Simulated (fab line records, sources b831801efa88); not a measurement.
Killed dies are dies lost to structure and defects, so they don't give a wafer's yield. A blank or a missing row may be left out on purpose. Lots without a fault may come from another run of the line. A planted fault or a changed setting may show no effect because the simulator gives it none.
Chamber matching | flow gf180mcu | GF_V1_CMP_04 on cmp-01: 4 sister chambers
The step polishes SiO2. 16 wafers are shown with their chamber, then 8 later ones without.

WAFERS WITH THEIR CHAMBER
wafer  | chamber | motor_current_A (A) | time_to_endpoint_s (s)
L277.1 | 2       | 10.9                | 82
L277.2 | 3       | 10.8                | 77
L277.4 | 1       | 12.3                | 84
L291.3 | 0       | 12.1                | 76
L291.4 | 1       | 12.1                | 77
L291.6 | 3       | 10.4                | 75
L292.1 | 0       | 11.2                | 81
L292.3 | 1       | 12.2                | 83
L292.5 | 2       | 10.7                | 89
L293.1 | 1       | 12.8                | 74
L293.3 | 2       | 11.2                | 74
L293.5 | 2       | 11.0                | 87
L295.2 | 1       | 12.7                | 71
L295.4 | 2       | 11.2                | 83
L295.5 | 1       | 12.9                | 75
L296.1 | 1       | 12.3                | 70

SIGNATURES (means of the wafers above)
reading            | chamber 0 | chamber 1 | chamber 2 | chamber 3 | scatter within a chamber
motor_current_A    | 11.650    | 12.471    | 11.000    | 10.600    | 0.327
time_to_endpoint_s | 78.50     | 76.29     | 83.00     | 76.00     | 5.23
Rule: a wafer's distance from a chamber is the root of the sum, over the readings, of the square of ((its reading less the chamber's mean) divided by the reading's scatter). The wafer belongs to the nearest chamber; if the next one is less than 2 further off, it can't be placed. The scatter: the root of (the sum of the squares of (reading less its chamber's mean) over the shown wafers, divided by (wafers less chambers)).

WAFERS WITHOUT THEIR CHAMBER
wafer  | motor_current_A (A) | time_to_endpoint_s (s)
L296.2 | 11.4                | 68
L296.3 | 10.5                | 66
L297.3 | 11.3                | 76
L297.4 | 10.8                | 77
L297.5 | 10.9                | 76
L298.2 | 12.4                | 76
L298.3 | 12.0                | 75
L298.4 | 11.1                | 81

WHICH CHAMBER EACH WENT THROUGH
wafer  | from the rows above               | in truth
L296.2 | can't be placed: 0 or 3 or 2 or 1 | 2
L296.3 | can't be placed: 3 or 2           | 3
L297.3 | can't be placed: 0 or 2 or 3      | 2
L297.4 | can't be placed: 3 or 2 or 0      | 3
L297.5 | can't be placed: 3 or 2 or 0      | 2
L298.2 | 1                                 | 1
L298.3 | can't be placed: 0 or 1           | 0
L298.4 | can't be placed: 2 or 0 or 3      | 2
Placed correctly: 1 of 8. Can't be placed from these rows: 7 (the true chamber is among the candidates in 7). Placed wrongly: 0.
